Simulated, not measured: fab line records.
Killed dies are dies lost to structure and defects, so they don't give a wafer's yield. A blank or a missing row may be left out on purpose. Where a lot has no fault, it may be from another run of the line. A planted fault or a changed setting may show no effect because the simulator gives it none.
Which of the tools did it? / flow sky130 / 39 wafers from 13 lots sampled at 4 of the route's 708 steps

## WHAT THE GAUGES SHOWED, per wafer
SKY_SD_P_TW_MEAS_11.
lot=L862; measured=day 25 09:57; on=filmMetro-03; SD_P_TW=2831 2818 2820
lot=L864; measured=day 26 00:24; on=filmMetro-02; SD_P_TW=2830 2827 2826
lot=L865; measured=day 26 03:40; on=filmMetro-03; SD_P_TW=2829 2839 2829
lot=L866; measured=day 26 20:55; on=filmMetro-03; SD_P_TW=2837 2839 2839
lot=L868; measured=day 27 18:43; on=filmMetro-04; SD_P_TW=2879 2878 2879
lot=L870; measured=day 28 05:28; on=filmMetro-03; SD_P_TW=2806 2819 2830
lot=L871; measured=day 28 19:31; on=filmMetro-03; SD_P_TW=2822 2821 2828
lot=L872; measured=day 29 05:04; on=filmMetro-03; SD_P_TW=2813 2806 2821
lot=L874; measured=day 29 17:04; on=filmMetro-03; SD_P_TW=2817 2818 2806
lot=L878; measured=day 31 00:32; on=filmMetro-03; SD_P_TW=2708 2826 2696
lot=L879; measured=day 31 15:51; on=filmMetro-02; SD_P_TW=2826 2825 2693
lot=L884; measured=day 32 21:00; on=filmMetro-03; SD_P_TW=2830 2835 2832
lot=L885; measured=day 33 00:16; on=filmMetro-04; SD_P_TW=2836 2837 2844

SKY_SD_N_RS_MEAS_17: measures by four-point-probe.
lot=L862; measured=day 27 21:07; on=filmMetro-02; SD_P_RS (ohm/sq)=147.2 147.6 147.4
lot=L864; measured=day 28 10:31; on=filmMetro-02; SD_P_RS (ohm/sq)=147.0 146.9 146.8
lot=L865; measured=day 28 14:07; on=filmMetro-03; SD_P_RS (ohm/sq)=147.0 147.1 147.5
lot=L866; measured=day 29 07:38; on=filmMetro-02; SD_P_RS (ohm/sq)=146.6 146.7 147.0
lot=L868; measured=day 30 03:50; on=filmMetro-04; SD_P_RS (ohm/sq)=146.8 147.6 146.7
lot=L870; measured=day 30 14:30; on=filmMetro-03; SD_P_RS (ohm/sq)=147.9 148.0 147.6
lot=L871; measured=day 31 03:26; on=filmMetro-04; SD_P_RS (ohm/sq)=147.3 147.1 147.3
lot=L872; measured=day 31 12:47; on=filmMetro-02; SD_P_RS (ohm/sq)=146.8 146.9 147.1
lot=L874; measured=day 32 01:14; on=filmMetro-03; SD_P_RS (ohm/sq)=147.5 147.3 147.4
lot=L878; measured=day 33 07:29; on=filmMetro-04; SD_P_RS (ohm/sq)=151.2 147.4 151.4
lot=L879; measured=day 33 21:52; on=filmMetro-03; SD_P_RS (ohm/sq)=146.9 147.4 151.5
lot=L884; measured=day 35 03:46; on=filmMetro-03; SD_P_RS (ohm/sq)=146.7 147.2 147.0
lot=L885; measured=day 35 06:07; on=filmMetro-03; SD_P_RS (ohm/sq)=147.0 146.7 146.7

## WHAT TOOL EACH LOT RAN ON (gives the tool, then ch and the chambers of the sampled wafers, and finally the start)
lot=L862; SKY_SD_P_IMPLANT_09=implanter-03 ch 0, day 25 09:42; SKY_SD_P_STRIP_10=plasmaAsher-04 ch 0,1, day 25 09:51
lot=L864; SKY_SD_P_IMPLANT_09=implanter-02 ch 0, day 26 00:09; SKY_SD_P_STRIP_10=plasmaAsher-04 ch 0,1, day 26 00:18
lot=L865; SKY_SD_P_IMPLANT_09=implanter-04 ch 0, day 26 03:25; SKY_SD_P_STRIP_10=plasmaAsher-02 ch 0,1, day 26 03:34
lot=L866; SKY_SD_P_IMPLANT_09=implanter-02 ch 0, day 26 20:41; SKY_SD_P_STRIP_10=plasmaAsher-04 ch 0,1, day 26 20:49
lot=L868; SKY_SD_P_IMPLANT_09=implanter-02 ch 0, day 27 18:28; SKY_SD_P_STRIP_10=plasmaAsher-04 ch 0,1, day 27 18:37
lot=L870; SKY_SD_P_IMPLANT_09=implanter-03 ch 0, day 28 05:13; SKY_SD_P_STRIP_10=plasmaAsher-02 ch 0,1, day 28 05:22
lot=L871; SKY_SD_P_IMPLANT_09=implanter-04 ch 0, day 28 19:17; SKY_SD_P_STRIP_10=plasmaAsher-03 ch 1, day 28 19:25
lot=L872; SKY_SD_P_IMPLANT_09=implanter-03 ch 0, day 29 04:49; SKY_SD_P_STRIP_10=plasmaAsher-04 ch 0, day 29 04:57
lot=L874; SKY_SD_P_IMPLANT_09=implanter-03 ch 0, day 29 16:50; SKY_SD_P_STRIP_10=plasmaAsher-02 ch 0,1, day 29 16:57
lot=L878; SKY_SD_P_IMPLANT_09=implanter-03 ch 0, day 31 00:19; SKY_SD_P_STRIP_10=plasmaAsher-04 ch 0,1, day 31 00:26
lot=L879; SKY_SD_P_IMPLANT_09=implanter-03 ch 0, day 31 15:36; SKY_SD_P_STRIP_10=plasmaAsher-04 ch 0,1, day 31 15:45
lot=L884; SKY_SD_P_IMPLANT_09=implanter-04 ch 0, day 32 20:45; SKY_SD_P_STRIP_10=plasmaAsher-03 ch 0,1, day 32 20:54
lot=L885; SKY_SD_P_IMPLANT_09=implanter-02 ch 0, day 33 00:01; SKY_SD_P_STRIP_10=plasmaAsher-03 ch 0,1, day 33 00:10
- SKY_SD_P_IMPLANT_09
- SKY_SD_P_STRIP_10: strips in O2/N2.

## AS READ BY THE TOOLS THEMSELVES (means over the sampled wafers that have a number; for cases with no such wafer, the mark the record gives instead)
SKY_SD_P_IMPLANT_09.
lot=L862 tool=implanter-03 beamEnergyKeV=19.997
lot=L864 tool=implanter-02 beamEnergyKeV=20.001
lot=L865 tool=implanter-04 beamEnergyKeV=20.000
lot=L866 tool=implanter-02 beamEnergyKeV=20.004
lot=L868 tool=implanter-02 beamEnergyKeV=19.995
lot=L870 tool=implanter-03 beamEnergyKeV=19.999
lot=L871 tool=implanter-04 beamEnergyKeV=19.999
lot=L872 tool=implanter-03 beamEnergyKeV=19.997
lot=L874 tool=implanter-03 beamEnergyKeV=19.996
lot=L878 tool=implanter-03 beamEnergyKeV=20.011
lot=L879 tool=implanter-03 beamEnergyKeV=19.998
lot=L884 tool=implanter-04 beamEnergyKeV=20.002
lot=L885 tool=implanter-02 beamEnergyKeV=20.005

SKY_SD_P_STRIP_10.
lot=L862; tool=plasmaAsher-04; chamberPressureMTorr (mTorr)=1499.3; drypumpMotorCurrentA (A)=6.30; o2FlowSccm (sccm)=2998; oesProductAu (a.u.)=0.621; stripTimeToEndpointS (s)=17.47
lot=L864; tool=plasmaAsher-04; chamberPressureMTorr (mTorr)=1500.1; drypumpMotorCurrentA (A)=6.30; o2FlowSccm (sccm)=2991; oesProductAu (a.u.)=0.618; stripTimeToEndpointS (s)=17.44
lot=L865; tool=plasmaAsher-02; chamberPressureMTorr (mTorr)=1499.9; drypumpMotorCurrentA (A)=6.01; o2FlowSccm (sccm)=3000; oesProductAu (a.u.)=0.614; stripTimeToEndpointS (s)=17.58
lot=L866; tool=plasmaAsher-04; chamberPressureMTorr (mTorr)=1499.9; drypumpMotorCurrentA (A)=6.31; o2FlowSccm (sccm)=3002; oesProductAu (a.u.)=0.617; stripTimeToEndpointS (s)=17.51
lot=L868; tool=plasmaAsher-04; chamberPressureMTorr (mTorr)=1499.7; drypumpMotorCurrentA (A)=6.29; o2FlowSccm (sccm)=2994; oesProductAu (a.u.)=0.616; stripTimeToEndpointS (s)=17.51
lot=L870; tool=plasmaAsher-02; chamberPressureMTorr (mTorr)=1500.0; drypumpMotorCurrentA (A)=5.99; o2FlowSccm (sccm)=2996; oesProductAu (a.u.)=0.616; stripTimeToEndpointS (s)=17.52
lot=L871; tool=plasmaAsher-03; chamberPressureMTorr (mTorr)=1500.9; drypumpMotorCurrentA (A)=6.17; o2FlowSccm (sccm)=2994; oesProductAu (a.u.)=0.618; stripTimeToEndpointS (s)=17.45
lot=L872; tool=plasmaAsher-04; chamberPressureMTorr (mTorr)=1500.0; drypumpMotorCurrentA (A)=6.34; o2FlowSccm (sccm)=3001; oesProductAu (a.u.)=0.624; stripTimeToEndpointS (s)=17.44
lot=L874; tool=plasmaAsher-02; chamberPressureMTorr (mTorr)=1499.8; drypumpMotorCurrentA (A)=6.29; o2FlowSccm (sccm)=2992; oesProductAu (a.u.)=0.619; stripTimeToEndpointS (s)=17.54
lot=L878; tool=plasmaAsher-04; chamberPressureMTorr (mTorr)=1500.7; drypumpMotorCurrentA (A)=6.28; o2FlowSccm (sccm)=2998; oesProductAu (a.u.)=0.625; stripTimeToEndpointS (s)=17.18
lot=L879; tool=plasmaAsher-04; chamberPressureMTorr (mTorr)=1501.5; drypumpMotorCurrentA (A)=6.27; o2FlowSccm (sccm)=3001; oesProductAu (a.u.)=0.617; stripTimeToEndpointS (s)=17.29
lot=L884; tool=plasmaAsher-03; chamberPressureMTorr (mTorr)=1500.9; drypumpMotorCurrentA (A)=6.02; o2FlowSccm (sccm)=2992; oesProductAu (a.u.)=0.621; stripTimeToEndpointS (s)=17.47
lot=L885; tool=plasmaAsher-03; chamberPressureMTorr (mTorr)=1500.9; drypumpMotorCurrentA (A)=6.02; o2FlowSccm (sccm)=2998; oesProductAu (a.u.)=0.613; stripTimeToEndpointS (s)=17.48

## THE ANSWER, worked out from the rows above alone
Rule: the lots themselves supply what counts as usual. The widest of any qualifying gaps counts: lots, ordered by their means at a reading, are off when they make up no more than a third of the lots, leave a main group of 4 or more, and stand apart from it by 3 or more times the standard deviation of that group's means. Not used: any main group whose means are identical at the precision the tables above print for the reading. Also off: a lot with no number at a reading for which 4 or more lots have one. Where the step has rows for the other lots, those lots are counted as sound. First the gauges in route order, then the tools' own readings, where a lot's mean is used as printed above. The first step at which some lot is off is used, and at that step the reading that is off furthest; a lot without a number counts as furthest.
Off at SKY_SD_P_STRIP_10 (stripTimeToEndpointS): L878, L879. Main group: mean 17.49 s, sd 0.042.
A tool fits if, at that step or a process step before it, it ran every lot that is off, and no sound lot after the first of them. Can't be told from this: 2 tools fit, implanter-03 at SKY_SD_P_IMPLANT_09, plasmaAsher-04 at SKY_SD_P_STRIP_10.

## WHAT THE SIMULATOR PUT IN
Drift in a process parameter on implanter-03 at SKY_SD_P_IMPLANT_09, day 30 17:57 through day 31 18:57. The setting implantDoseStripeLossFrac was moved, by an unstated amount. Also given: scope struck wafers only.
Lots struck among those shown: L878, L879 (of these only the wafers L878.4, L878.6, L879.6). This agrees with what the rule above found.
